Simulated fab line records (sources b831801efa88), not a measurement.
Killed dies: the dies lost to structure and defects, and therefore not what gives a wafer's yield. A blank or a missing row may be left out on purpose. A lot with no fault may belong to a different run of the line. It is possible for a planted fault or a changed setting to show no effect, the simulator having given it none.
Split-lot study | flow sfqLine | 5 lots, 23 wafers read, on a route of 325 steps

## ON THE SPLIT
At SFQ_TRILAYER_I4_VIA_LITHO_PEB_106 (peb time 60 s), the setting pebTempC was moved away from the recipe's 115 C on 9 of the 23 wafers read, by -0.9% to +1.8%. All remaining wafers had this setting at the recipe value.

## THE PATH FROM SPLIT TO READING: the file shows 1 step between them
- SFQ_TRILAYER_I4_VIA_LITHO_DEVELOP_105: time 60 s

## THE READING
I4.cdNm (the simulator's own value, which no gauge read), in nm, at SFQ_TRILAYER_I4_VIA_BARC_OPEN_VIA_ETCH_146 (etches BARC in O2, target depth 125 nm, time 41.7 s). The file gives no usual value for it. The 14 wafers here that ran the recipe average 700.3 nm, standard deviation 1.6 nm.

wafer  | tool, chamber at the split | pebTempC as run, C | against the recipe | I4.cdNm, nm | against lot-mates on the recipe
L074.2 | lithoTrack-01, 0           | 117.1              | +1.8%              | 735.4       | +35.8
L074.3 | lithoTrack-01, 0           | 115                | recipe             | 699.8       | -
L074.4 | lithoTrack-01, 0           | 115                | recipe             | 699.5       | -
L074.5 | lithoTrack-01, 0           | 117.1              | +1.8%              | 734.8       | +35.1
L074.6 | lithoTrack-01, 0           | 117.1              | +1.8%              | 734.2       | +34.6
L079.1 | lithoTrack-02, 0           | 115                | recipe             | 702.4       | -
L079.3 | lithoTrack-02, 0           | 115                | recipe             | 702         | -
L079.6 | lithoTrack-02, 0           | 115                | recipe             | 701.3       | -
L081.1 | lithoTrack-01, 0           | 115                | recipe             | 697.6       | -
L081.2 | lithoTrack-01, 0           | 114                | -0.9%              | 680.1       | -18.1
L081.3 | lithoTrack-01, 0           | 114                | -0.9%              | 680.7       | -17.5
L081.4 | lithoTrack-01, 0           | 114                | -0.9%              | 680.9       | -17.3
L081.6 | lithoTrack-01, 0           | 115                | recipe             | 698.7       | -
L084.1 | lithoTrack-04, 0           | 115                | recipe             | 701.2       | -
L084.3 | lithoTrack-04, 0           | 117                | +1.7%              | 735.8       | +33.3
L084.4 | lithoTrack-04, 0           | 117                | +1.7%              | 734.1       | +31.6
L084.5 | lithoTrack-04, 0           | 117                | +1.7%              | 734.5       | +32.0
L084.6 | lithoTrack-04, 0           | 115                | recipe             | 703.7       | -
L085.2 | lithoTrack-04, 0           | 115                | recipe             | 699.8       | -
L085.3 | lithoTrack-04, 0           | 115                | recipe             | 698.1       | -
L085.4 | lithoTrack-04, 0           | 115                | recipe             | 699.7       | -
L085.5 | lithoTrack-04, 0           | 115                | recipe             | 700         | -
L085.6 | lithoTrack-04, 0           | 115                | recipe             | 700.9       | -

FIT RESULTS
A straight line over all 23 wafers: I4.cdNm changes by +19.9 nm for each +1% of pebTempC; r = +1.00; the points scatter about the line by 1.7 nm.
The same after taking each lot's own level away (the mean of its wafers on the recipe; 23 wafers): +19.2 nm for each +1%; r = +1.00; scatter 0.86 nm.
That fit puts the effect of the largest move of pebTempC on the reading at 35 nm.
From 698.15 to 702.45 nm: that is the span of the lots' own levels, equal to 2.6 times the standard deviation above.
The two slopes agree, so the slope changes little with the lot-to-lot level.
Check: +34.6 nm against its lot-mates is what the line predicts for one of the wafers moved furthest among these (+1.8%) when that wafer is left out of the fit. It came out at +35.8 nm against them.

## OTHER SPLITS ON THESE WAFERS
Other splits were also applied to these wafers ahead of the reading. Each is held against what the fit with the lots' levels taken away leaves over:
other split on the same wafers                 | wafers away from the commonest value | r with I4.cdNm (lot level and that fit taken away)
SFQ_TRILAYER_I3_VIA_LITHO_COAT_085 spinRpm     | 7                                    | +0.21
SFQ_TRILAYER_I3_VIA_LITHO_PEB_088 pebTempC     | 10                                   | -0.05
SFQ_TRILAYER_M4_DEP_SPUTTER_091 timeS          | 8                                    | +0.00
SFQ_TRILAYER_M4_LITHO_PEB_096 pebTempC         | 11                                   | +0.25
SFQ_TRILAYER_M4_BARC_OPEN_METAL_ETCH_123 timeS | 7                                    | +0.42
SFQ_TRILAYER_I4_VIA_LITHO_COAT_108 spinRpm     | 9                                    | +0.03

## THE FILE'S OWN FIT
I4.cdNm changes by +19.1 nm for each +1% of pebTempC, r = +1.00.
